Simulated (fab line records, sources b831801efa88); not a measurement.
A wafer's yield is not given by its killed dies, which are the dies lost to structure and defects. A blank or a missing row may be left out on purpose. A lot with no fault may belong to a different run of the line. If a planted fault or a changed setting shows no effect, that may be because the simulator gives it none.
A struck lot beside a sound one || flow sfqLine || 15 out of 325 route steps
Sound: these wafers, L647.1, L647.3, L647.5. Struck: wafers L658.2, L658.3, L658.4. The cause comes at the end.
For every step that has rows: the tool of each side, followed by ch and its chambers, followed by its first start. Under that, the readings that differ: sound wafers || struck wafers || difference of the means || sigmas: that difference in standard deviations of wafers without a fault.
alike: same words and numbers on both sides, and readings whose means sit less than 2 such deviations apart. not compared: any withheld reading, any reading some wafer has no value for, any bound like >300 that may hide the same value, and any number with overlapping values for which the record gives no deviation.
A row with sigmas, a row that says differs or no value, or rows on one side alone: a step with any of these is where the two part. Numbers that don't overlap but have no deviation are shown without sigmas and don't part them. A reading missing from all wafers of one side parts the sides only when that side holds two or more wafers.

first, 1 step without rows for these wafers: SFQ_TRILAYER_M7_STRIP_SOLV_CLEAN_182 (cleans in NMP, time 600 s).
SFQ_TRILAYER_I7_DEP_PECVD_183: deposits SiO2 from SiH4/N2O, time 111.11 s, target thk 500 nm.
  sound on pecvd-02 ch 0,1, day 81 23:10; struck on pecvd-03 ch 1,2, day 92 01:09
  alike: heaterPowerW, showerheadVppV, throttleValvePct
SFQ_TRILAYER_I7_CMP_CMP_184: polishes SiO2.
  sound on cmp-02 ch 0,2,3, day 81 23:44; struck on cmp-02 ch 1,2,3, day 92 01:14
  alike: motorCurrentA, timeToEndpointS
SFQ_I7_BOW_MEAS_946:
  sound: filmMetro-01 at day 82 02:14; struck: filmMetro-02 at day 92 04:15
  alike: I7_BOW
SFQ_TRILAYER_I7_METRO_MEASURE_185:
  sound: filmMetro-01 at day 82 02:22; struck: filmMetro-02 at day 92 04:33
  alike: thkNm
then, 6 steps without rows for these wafers: SFQ_TRILAYER_I7_VIA_LITHO_COAT_192 (resist thk 62 nm); SFQ_TRILAYER_I7_VIA_LITHO_COAT_187 (resist thk 650 nm); SFQ_TRILAYER_I7_VIA_LITHO_SOFTBAKE_191; SFQ_TRILAYER_I7_VIA_LITHO_EXPOSE_188 (exposes mask I7, target cd 1000 nm); SFQ_TRILAYER_I7_VIA_LITHO_PEB_190 (peb time 60 s); SFQ_TRILAYER_I7_VIA_LITHO_DEVELOP_189 (time 60 s).
-- the record jumps here: 4 days lie between the struck wafers' starts before and after --
SFQ_I7_OVL_MEAS_947:
  sound: overlay-02 at day 82 08:56; struck: overlay-01 at day 95 22:01
{"reading": "I7_OVL (nm)", "sound": "4 -2 -1", "struck": "-19 -10 -10", "difference": -13, "sigmas": -2}
SFQ_TRILAYER_I7_VIA_BARC_OPEN_VIA_ETCH_260: etches BARC in O2, target depth 125 nm, time 41.7 s.
  sound on rieDiel-02 ch 0,2, day 82 08:59; struck on rieDiel-04 ch 0,2,3, day 95 22:03
{"reading": "oesProductAu (a.u.)", "sound": "0.687 0.687 0.676", "struck": "0.809 0.823 0.810", "difference": "+0.131", "sigmas": "+28"}
{"reading": "runLengthS (s)", "sound": "70.2 70.5 70.8", "struck": "60.6 60.9 61.0", "difference": -9.7, "sigmas": -24}
{"reading": "timeS (s)", "sound": "41.7 41.7 41.7", "struck": "29.19 29.19 29.19", "difference": -12.51, "sigmas": ""}
{"reading": "model.KrF_of_TRILAYER_I7_VIA_LITHO_COAT_187.thkNm (nm)", "sound": "574.2 575.5 575.3", "struck": "590.2 588.8 588.6", "difference": "+14.2", "sigmas": ""}
  alike: drypumpMotorCurrentA
  not compared: rfHoursCounterH
SFQ_TRILAYER_I7_VIA_ETCH_VIA_ETCH_190: etches SiO2 in CHF3, stops on Nb, target depth 260 nm.
  sound on rieDiel-02 ch 0,2, day 82 09:01; struck on rieDiel-04 ch 0,2,3, day 95 22:05
{"reading": "model.KrF_of_TRILAYER_I7_VIA_LITHO_COAT_187.thkNm (nm)", "sound": "529.5 531.7 531.1", "struck": "544.7 544 544.1", "difference": "+13.5", "sigmas": ""}
  alike: drypumpMotorCurrentA, oesProductAu
SFQ_TRILAYER_I7_VIA_STRIP_STRIP_191: strips in O2.
  sound on rieMetal-04 ch 0,1, day 82 09:08; struck on rieMetal-04 ch 0,1, day 95 22:13
  alike: drypumpMotorCurrentA, oesProductAu
  not compared: rfHoursCounterH

WHERE THEY PART
Earliest at SFQ_I7_OVL_MEAS_947; latest, in this record, at SFQ_TRILAYER_I7_VIA_BARC_OPEN_VIA_ETCH_260. Later steps at which nothing parts them and some readings are alike: SFQ_TRILAYER_I7_VIA_ETCH_VIA_ETCH_190, SFQ_TRILAYER_I7_VIA_STRIP_STRIP_191.

WHY: the cause the simulator had injected
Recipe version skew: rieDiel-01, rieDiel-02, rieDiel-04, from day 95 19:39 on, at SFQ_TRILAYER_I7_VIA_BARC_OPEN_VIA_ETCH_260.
